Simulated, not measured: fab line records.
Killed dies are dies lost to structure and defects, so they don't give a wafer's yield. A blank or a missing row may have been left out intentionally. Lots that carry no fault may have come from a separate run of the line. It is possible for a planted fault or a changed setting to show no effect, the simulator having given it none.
Chamber matching + flow sky130 + 4 sister chambers for SKY_CONTACT_CMP_04 on cmp-02
The step polishes SiO2. 8 wafers are shown with their chamber, then 10 later ones without.

WAFERS, EACH WITH ITS CHAMBER
| wafer  | chamber | motor current A (A) | time to endpoint s (s) |
|--------|---------|---------------------|------------------------|
| L266.1 | 0       | 10.9                | 78                     |
| L271.2 | 3       | 9.3                 | 77                     |
| L271.4 | 2       | 14.1                | 83                     |
| L273.1 | 3       | 8.8                 | 81                     |
| L273.3 | 1       | 13.5                | 85                     |
| L273.6 | 1       | 13.1                | 88                     |
| L275.2 | 2       | 14.2                | 81                     |
| L275.4 | 0       | 10.9                | 77                     |

WAFERS WITHOUT THEIR CHAMBER
| wafer  | motor current A (A) | time to endpoint s (s) |
|--------|---------------------|------------------------|
| L275.6 | 14.0                | 82                     |
| L278.1 | 13.6                | 83                     |
| L278.3 | 10.8                | 81                     |
| L278.4 | 13.1                | 90                     |
| L280.3 | 11.2                | 81                     |
| L280.4 | 9.3                 | 75                     |
| L280.5 | 9.8                 | 79                     |
| L281.2 | 12.8                | 93                     |
| L281.4 | 14.2                | 83                     |
| L281.5 | 14.3                | 85                     |

CHAMBER TAKEN BY EACH
| wafer  | from the rows above     | in truth |
|--------|-------------------------|----------|
| L275.6 | 2                       | 2        |
| L278.1 | can't be placed: 1 or 2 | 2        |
| L278.3 | 0                       | 0        |
| L278.4 | 1                       | 1        |
| L280.3 | 0                       | 0        |
| L280.4 | 3                       | 3        |
| L280.5 | can't be placed: 3 or 0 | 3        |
| L281.2 | 1                       | 1        |
| L281.4 | 2                       | 2        |
| L281.5 | 2                       | 2        |
Correctly placed: 8 of 10. These rows do not allow placing 2 (true chamber among the candidates in 2). 0 placed wrongly.
How it was worked out, from the rows above alone: a wafer's distance from a chamber is the root of the sum, over the readings, of the square of ((its reading less the chamber's mean) divided by the reading's scatter). If the next closest chamber is less than 2 further off than the closest, the wafer can't be placed; otherwise it belongs to the closest. Each chamber's mean is taken over the wafers shown for it. How the scatter is found: for the shown wafers, subtract from each reading the mean of its chamber, square and add these, divide the total by (wafers less chambers), then take the root.
